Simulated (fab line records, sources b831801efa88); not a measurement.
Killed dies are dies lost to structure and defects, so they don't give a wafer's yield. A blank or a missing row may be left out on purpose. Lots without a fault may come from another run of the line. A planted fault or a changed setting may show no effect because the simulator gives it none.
fab line records | flow sfq_line
record lots=14 wafers=42 last_day=83
route steps=325 shown M2@100 I2@113 I3@133 M4@152
lots that met no fault: from a run of the same line without faults
start_h: hours from the record's first day to the start of the lot's first wafer shown | wait_h: hours since the lot's step before | " the same as in the row above | L1.1+2: a row that stands for several wafers | - no value, or no start given | * or withheld: withheld | < > ~ a bound
route shown NAME@n: a module of which the file shows steps, and the number in the route of the first | usual: mean/standard deviation of fault-free wafers | same: alike in all rows | chamber/n: place in a boat | sites: the reading at each site | _std_site: their standard deviation | _edge_site: outer sites' mean less inner sites' | radius_mm: how far each site lies from the wafer's centre | mask NAME#n: copy n | behind: the tool/chamber that last shaped the wafer | hold: why the lot was held/for how many hours/how that ended | device: the transistor (n, p or np) that didn't switch | end of line: the same wafers' tests at the end of the route | a step without rows: its recipe alone | killed: dies lost to structure and defects at the first sort, not the wafer's yield | map: a wafer's dies, x killed, . not, _ none there
set.NAME: the setting as run; set.NAME@STEP: as run at that earlier step | model.NAME: the simulator's own value behind a step, which no gauge read
steps of the route over a sample of lots; a table a step, a row a wafer
services: from which hour (start_h, from the record's first day; less than 0 if before it) a tool's chamber was out of use, for how many hours, and why
## steps
# step SFQ_TRILAYER_M2_ETCH_METAL_ETCH_060
# recipe target=Nb stop_on=SiO2 mask_material=PR chemistry=Cl2/Ar target_depth_nm=240 icp_w=600 bias_w=80 pressure_mtorr=10 time_s=120
# usual chamber_pressure_mTorr=10.001/0.0091 drypump_motor_current_A=5.31/0.2 oes_product_au=0.895/0.007
# columns lot.wafer tool chamber start_h wait_h chamber_pressure_mTorr drypump_motor_current_A oes_product_au rf_hours_counter_h
L646.2 rie_metal-01 1 453.51 0.1 10.008 5.62 0.896 -
L646.4 " 1 " " 9.988 5.61 0.898 -
L646.5 " 1 " " 10.012 5.60 0.897 -
L647.3 rie_metal-02 1 464.28 0.1 10.004 5.26 0.899 -
L647.4 " 0 " " 10.002 5.29 0.907 -
L647.6 " 1 " " 9.996 5.25 0.903 -
L648.3 rie_metal-04 0 471.00 0.1 9.996 5.04 0.891 -
L648.4 " 1 " " 10.005 5.45 0.898 -
L648.5 " 0 " " 10.003 5.06 0.889 -
L650.2 rie_metal-04 0 488.91 0.0 9.992 5.02 0.901 172
L650.5 " 0 " " 10.000 5.04 0.897 -
L650.6 " 1 " " 10.013 5.48 0.893 -
L657.2 rie_metal-04 0 565.51 0.0 10.013 5.05 0.894 0
L657.3 " 1 " " 9.996 5.46 0.892 -
L657.5 " 0 " " 10.005 5.06 0.897 -
L658.2 rie_metal-04 1 567.91 0.0 10.008 5.46 0.901 29
L658.3 " 1 " " 10.007 5.45 0.903 -
L658.5 " 0 " " 9.997 5.05 0.906 -
L660.1 rie_metal-02 0 578.77 0.1 9.998 5.27 0.899 124
L660.4 " 0 " " 9.987 5.27 0.898 -
L660.6 " 0 " " 10.017 5.27 0.898 -
L661.2 rie_metal-02 0 594.73 0.0 10.003 5.28 0.890 128
L661.4 " 0 " " 10.015 5.28 0.900 -
L661.6 " 0 " " 10.013 5.27 0.904 -
L663.3 rie_metal-02 1 604.29 0.1 10.009 5.27 0.903 -
L663.5 " 0 " " 9.993 5.30 0.893 -
L663.6 " 1 " " 9.982 5.24 0.894 -
L665.2 rie_metal-04 1 626.18 0.0 10.000 5.42 0.883 40
L665.3 " 0 " " 9.997 5.05 0.890 -
L665.4 " 1 " " 9.996 5.44 0.885 -
L666.3 rie_metal-01 0 635.73 0.1 10.003 5.21 0.880 -
L666.4 " 1 " " 10.008 5.62 0.880 -
L666.5 " 1 " " 10.000 5.62 0.889 -
L667.2 rie_metal-04 1 645.89 0.0 9.996 5.45 0.903 43
L667.4 " 1 " " 10.019 5.46 0.896 -
L667.5 " 0 " " 9.992 5.02 0.895 -
L668.1 rie_metal-01 1 793.82 0.0 10.010 5.62 0.902 147
L668.5 " 0 " " 9.998 5.22 0.907 -
L668.6 " 1 " " 9.992 5.62 0.906 -
L669.1 rie_metal-01 1 803.32 0.0 9.989 5.64 0.898 149
L669.3 " 1 " " 9.997 5.61 0.895 -
L669.5 " 1 " " 9.986 5.65 0.900 -
# step SFQ_I2_OVL_MEAS_918
# usual I2_OVL=1/5.1
# columns lot.wafer tool chamber start_h wait_h I2_OVL[nm]
L646.2 overlay-01 - 609.83 0.1 -8
L646.4 " - " " -7
L646.5 " - " " -11
L647.3 overlay-01 - 624.41 0.1 -9
L647.4 " - " " -9
L647.6 " - " " -8
L648.3 overlay-01 - 631.61 0.1 -9
L648.4 " - " " 1
L648.5 " - " " -10
L650.2 overlay-02 - 649.42 0.1 3
L650.5 " - " " -1
L650.6 " - " " 1
L657.2 overlay-02 - 734.28 0.1 7
L657.3 " - " " 4
L657.5 " - " " 3
L658.2 overlay-02 - 735.48 0.1 7
L658.3 " - " " 8
L658.5 " - " " 7
L660.1 overlay-01 - 751.20 0.1 1
L660.4 " - " " 1
L660.6 " - " " 3
L661.2 overlay-02 - 759.60 0.1 2
L661.4 " - " " 0
L661.6 " - " " -7
L663.3 overlay-01 - 770.41 0.1 5
L663.5 " - " " -2
L663.6 " - " " -4
L665.2 overlay-01 - 787.20 0.1 -2
L665.3 " - " " 1
L665.4 " - " " 2
L666.3 overlay-01 - 799.34 0.1 3
L666.4 " - " " 5
L666.5 " - " " 4
L667.2 overlay-01 - 810.43 0.1 11
L667.4 " - " " 7
L667.5 " - " " 2
L668.1 overlay-02 - 814.59 0.1 -3
L668.5 " - " " -4
L668.6 " - " " -4
L669.1 overlay-02 - 815.79 0.1 -2
L669.3 " - " " -3
L669.5 " - " " -4
# step SFQ_TRILAYER_I3_DEP_PECVD_081
# recipe material=SiO2 temp_c=150 time_s=111.11 pressure_torr=2.4 rf_w=183.3 precursor=SiH4/N2O target_thk_nm=500
# usual heater_power_w=81/13 throttle_valve_pct=25.1/1.2
# columns lot.wafer tool chamber start_h wait_h heater_power_w throttle_valve_pct
L646.2 pecvd-04 2 617.54 0.0 60 23.9
L646.4 " 1 " " 108 24.8
L646.5 " 2 " " 63 24.0
L647.3 pecvd-03 1 629.08 0.0 82 24.5
L647.4 " 0 " " 71 25.8
L647.6 " 1 " " 68 25.0
L648.3 pecvd-04 1 637.79 0.0 109 25.0
L648.4 " 1 " " 111 25.0
L648.5 " 0 " " 77 25.6
L650.2 pecvd-02 2 792.99 0.0 86 23.5
L650.5 " 1 " " 78 23.4
L650.6 " 2 " " 86 23.4
L657.2 pecvd-04 2 887.77 0.0 70 24.6
L657.3 " 0 " " 71 26.8
L657.5 " 1 " " 112 25.9
L658.2 pecvd-02 2 890.31 0.0 90 23.6
L658.3 " 1 " " 80 23.7
L658.5 " 0 " " 75 26.3
L660.1 pecvd-04 0 905.74 0.0 76 26.9
L660.4 " 1 " " 119 25.9
L660.6 " 0 " " 79 26.8
L661.2 pecvd-03 1 912.94 0.0 81 24.9
L661.4 " 0 " " 63 25.7
L661.6 " 1 " " 68 25.1
L663.3 pecvd-03 1 924.95 0.0 73 24.9
L663.5 " 2 " " 77 26.7
L663.6 " 0 " " 59 25.7
L665.2 pecvd-02 0 944.24 0.0 78 26.4
L665.3 " 2 " " 88 24.0
L665.4 " 2 " " 90 23.8
L666.3 pecvd-03 0 952.64 0.0 82 23.1
L666.4 " 2 " " 70 23.6
L666.5 " 0 " " 80 23.1
L667.2 pecvd-04 1 961.04 0.0 120 25.9
L667.4 " 1 " " 123 26.3
L667.5 " 2 " " 69 24.8
L668.1 pecvd-04 2 964.64 0.0 63 24.7
L668.5 " 1 " " 118 25.9
L668.6 " 0 " " 76 26.7
L669.1 pecvd-04 1 967.04 0.0 103 25.9
L669.3 " 0 " " 77 26.9
L669.5 " 1 " " 108 25.8
# step SFQ_TRILAYER_M4_LITHO_COAT_098
# recipe resist=BARC spin_rpm=3000 resist_thk_nm=62
# columns lot.wafer tool chamber start_h wait_h
L646.2+4+5 litho_track-02 0 642.91 0.1
L647.3+4+6 litho_track-03 0 654.68 0.1
L648.3+4+5 litho_track-01 0 665.28 0.1
L650.2+5+6 litho_track-02 0 806.19 0.1
L657.2+3+5 litho_track-03 0 906.19 0.1
L658.2+3+5 litho_track-02 0 908.59 0.1
L660.1+4+6 litho_track-02 0 924.22 0.1
L661.2+4+6 litho_track-01 0 926.62 0.1
L663.3+5+6 litho_track-01 0 946.13 0.1
L665.2+3+4 litho_track-03 0 962.92 0.1
L666.3+4+5 litho_track-01 0 972.65 0.1
L667.2+4+5 litho_track-01 0 976.95 0.1
L668.1+5+6 litho_track-03 0 979.30 0.1
L669.1+3+5 litho_track-03 0 983.85 0.1
# step SFQ_TRILAYER_M4_BARC_OPEN_METAL_ETCH_123
# recipe mask_material=PR chemistry=O2 target_depth_nm=125 target=BARC icp_w=600 bias_w=80 pressure_mtorr=10 time_s=41.7
# usual chamber_pressure_mTorr=10.000/0.0086 drypump_motor_current_A=5.30/0.16 oes_product_au=0.685/0.0047
# columns lot.wafer tool chamber start_h wait_h chamber_pressure_mTorr drypump_motor_current_A oes_product_au rf_hours_counter_h
L646.2 rie_metal-02 0 647.03 0.0 10.009 5.27 0.685 137
L646.4 " 1 " " 10.000 5.22 0.683 -
L646.5 " 1 " " 10.018 5.25 0.693 -
L647.3 rie_metal-02 0 795.65 0.0 10.010 5.29 0.689 -
L647.4 " 1 " " 9.998 5.28 0.681 -
L647.6 " 1 " " 10.005 5.29 0.678 -
L648.3 rie_metal-01 0 800.88 0.0 10.014 5.21 0.683 -
L648.4 " 1 " " 10.014 5.61 0.685 -
L648.5 " 1 " " 9.998 5.59 0.684 -
L650.2 rie_metal-01 1 808.55 0.0 9.996 5.60 0.687 149
L650.5 " 0 " " 9.992 5.18 0.689 -
L650.6 " 1 " " 9.988 5.61 0.687 -
L657.2 rie_metal-04 0 911.08 0.0 9.998 5.01 0.688 50
L657.3 " 1 " " 10.002 5.45 0.681 -
L657.5 " 0 " " 9.998 4.99 0.682 -
L658.2 rie_metal-02 0 914.48 0.0 9.988 5.30 0.700 7
L658.3 " 0 " " 9.998 5.30 0.700 -
L658.5 " 0 " " 9.988 5.30 0.711 -
L660.1 rie_metal-04 1 928.88 0.0 10.005 5.44 0.702 81
L660.4 " 1 " " 10.012 5.45 0.695 -
L660.6 " 1 " " 9.997 5.45 0.710 -
L661.2 rie_metal-01 0 1064.32 0.0 9.986 5.21 0.677 52
L661.4 " 0 " " 9.996 5.21 0.688 -
L661.6 " 0 " " 9.994 5.19 0.679 -
L663.3 rie_metal-01 1 1084.74 0.0 9.983 5.63 0.687 -
L663.5 " 1 " " 10.003 5.64 0.689 -
L663.6 " 0 " " 10.008 5.20 0.695 -
L665.2 rie_metal-02 0 1105.12 0.0 10.008 5.27 0.688 36
L665.3 " 0 " " 10.015 5.26 0.680 -
L665.4 " 1 " " 10.006 5.27 0.685 -
L666.3 rie_metal-01 1 1115.94 0.0 9.992 5.60 0.690 -
L666.4 " 0 " " 9.999 5.20 0.677 -
L666.5 " 0 " " 9.993 5.20 0.683 -
L667.2 rie_metal-04 0 1120.72 0.0 10.003 5.06 0.681 82
L667.4 " 0 " " 10.000 5.02 0.681 -
L667.5 " 1 " " 10.005 5.45 0.682 -
L668.1 rie_metal-02 1 1124.32 0.0 9.993 5.32 0.690 82
L668.5 " 0 " " 9.993 5.29 0.680 -
L668.6 " 1 " " 9.993 5.28 0.679 -
L669.1 rie_metal-02 1 1129.12 0.0 9.988 5.28 0.683 83
L669.3 " 1 " " 10.000 5.26 0.683 -
L669.5 " 0 " " 10.000 5.28 0.690 -
## services
# columns tool chamber start_h hours kind
rie_metal-01 0 443.13 12.8 repair
rie_metal-04 1 461.52 3.9 repair
pecvd-03 - 461.88 0.7 repair
pecvd-04 1 482.45 10.7 repair
rie_metal-01 0 509.01 4.1 repair
pecvd-04 1 523.58 7.0 repair
rie_metal-02 0 544.07 2.0 repair
rie_metal-02 - 606.04 2.8 pm
rie_metal-02 - 621.31 2.0 repair
rie_metal-02 - 694.35 1.8 repair
rie_metal-04 - 810.85 1.4 pm
rie_metal-04 - 816.94 14.6 pm
pecvd-04 2 833.63 21.8 repair
pecvd-04 - 844.89 0.5 repair
pecvd-04 1 908.46 5.2 repair
rie_metal-02 1 940.05 16.2 repair
rie_metal-04 - 1063.70 2.8 pm
rie_metal-02 0 1079.84 5.7 repair
pecvd-04 0 1082.33 4.9 repair
pecvd-04 - 1097.18 0.6 repair
rie_metal-02 - 1097.85 1.4 pm
pecvd-04 0 1098.02 13.2 repair
rie_metal-01 - 1113.81 1.4 pm
pecvd-04 - 1114.74 1.4 repair
## key
first_sign step=SFQ_TRILAYER_M4_BARC_OPEN_METAL_ETCH_123 reading=oes_product_au direction=up sigmas=3.8 usual=0.685 struck=0.703
effect none on later readings
met_at SFQ_TRILAYER_M4_LITHO_COAT_098
struck_lots L658,L660
not_acting_at SFQ_TRILAYER_M2_ETCH_METAL_ETCH_060,SFQ_I2_OVL_MEAS_918,SFQ_TRILAYER_I3_DEP_PECVD_081
onset_between 806.19 908.59
fault kind=process_parameter_drift tool=litho_track-02 chamber=- onset_h=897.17 steps=SFQ_TRILAYER_M4_LITHO_COAT_098 channel=resist_thk_nm offset=3.594 shape=step end_h=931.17 acts_in=these_recipes_only stated=62
